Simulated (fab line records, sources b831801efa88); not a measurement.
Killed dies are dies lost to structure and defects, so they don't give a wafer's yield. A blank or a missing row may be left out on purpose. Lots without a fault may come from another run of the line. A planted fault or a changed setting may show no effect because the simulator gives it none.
Problem report in the 8D (eight disciplines) form, filled by code | flow sky130 | the parts of the form that need people (team, actions taken, sign-off) are left out

1. THE PROBLEM
bias_w at SKY_METAL1_METAL_ETCH_19 reads a mean of 62.23 W on 2 wafers of 2 lots; wafers without a fault read 48.50 W with a standard deviation of 0.14. That is +98 standard deviations from the usual mean.
The step: etches the open film in Cl2/BCl3, stops on SiO2, target depth 360 nm, time 78 s.
First seen on wafer L153.5, day 36 04:02, on rie_metal-02. The record holds 33 wafers of 11 lots with a number at this step. Rule for "out", or "out of limits": more than 4 standard deviations from the usual mean. The other wafers with a number count as sound.

2. WHAT IT IS AND WHAT IT IS NOT
question                    | is                | is not
which readings at this step | bias_w            | drypump_motor_current_A, throttle_valve_pct
which lots                  | L153, L154        | L143, L144, L146, L157, L160, L162, L164, L165, L166
which wafers of those lots  | L153.5, L154.3    | L153.2, L153.6, L154.4, L154.5
read on which tools         | rie_metal-02      | rie_metal-01, rie_metal-03
when                        | from day 36 04:02 | up to then (11 sound wafers); but 20 sound wafers of L154, L157, L160, L162, L164, L165, L166 came after

3. SUSPECTS, AND WHAT RULES EACH OUT
Counting: a tool at a process step up to the reading stays a suspect if it ran every lot that is out. Sound lots after the first of them don't rule it out here, since some wafers of a struck lot are sound.
- rie_metal-02 at SKY_METAL1_METAL_ETCH_19 (etches the open film in Cl2/BCl3, stops on SiO2, target depth 360 nm, time 78 s): kept. It ran every lot that is out, first L153 (day 36 04:02); its last sound lot up to then is L144 (day 32 22:57). Its own readings are out on those wafers: bias_w.
- Within rie_metal-02 at SKY_METAL1_METAL_ETCH_19: the wafers that are out ran in chamber 1; their sound lot-mates ran in chamber 0.
Left after counting: rie_metal-02 at SKY_METAL1_METAL_ETCH_19.

4. THE CAUSE (what the simulator had put in)
Process parameter drift: rie_metal-02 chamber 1, from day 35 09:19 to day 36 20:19, at SKY_METAL1_METAL_ETCH_19. Setting bias_w, moved by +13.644, from 48.5. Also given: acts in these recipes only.
Counting left only this tool.

5. THE CHAIN OF EFFECTS, in route order
Each row: a reading whose mean over the struck wafers that have a number lies more than 3 standard deviations from the usual. Only readings for which the record gives a usual standard deviation are gone through. hours: the time from each lot's start at the first step in this table that gives one to its start at this step, as a median over the lots. sigmas: the change in usual standard deviations.
hours | step                     | reading                  | usual   | on struck wafers | change | sigmas
0     | SKY_METAL1_METAL_ETCH_19 | bias_w                   | 48.50 W | 62.23            | +13.73 | +98
0     | SKY_METAL1_STRIP_20      | strip_time_to_endpoint_s | 2.67 s  | 2.37             | -0.30  | -5.9
The process steps in it:
- SKY_METAL1_METAL_ETCH_19: etches the open film in Cl2/BCl3, stops on SiO2, target depth 360 nm, time 78 s.
- SKY_METAL1_STRIP_20: strips in O2/N2.

6. WHAT WOULD HAVE CAUGHT IT SOONER
In this record the first reading out of limits was taken at day 36 04:02, 19 hours after the fault began at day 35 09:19.
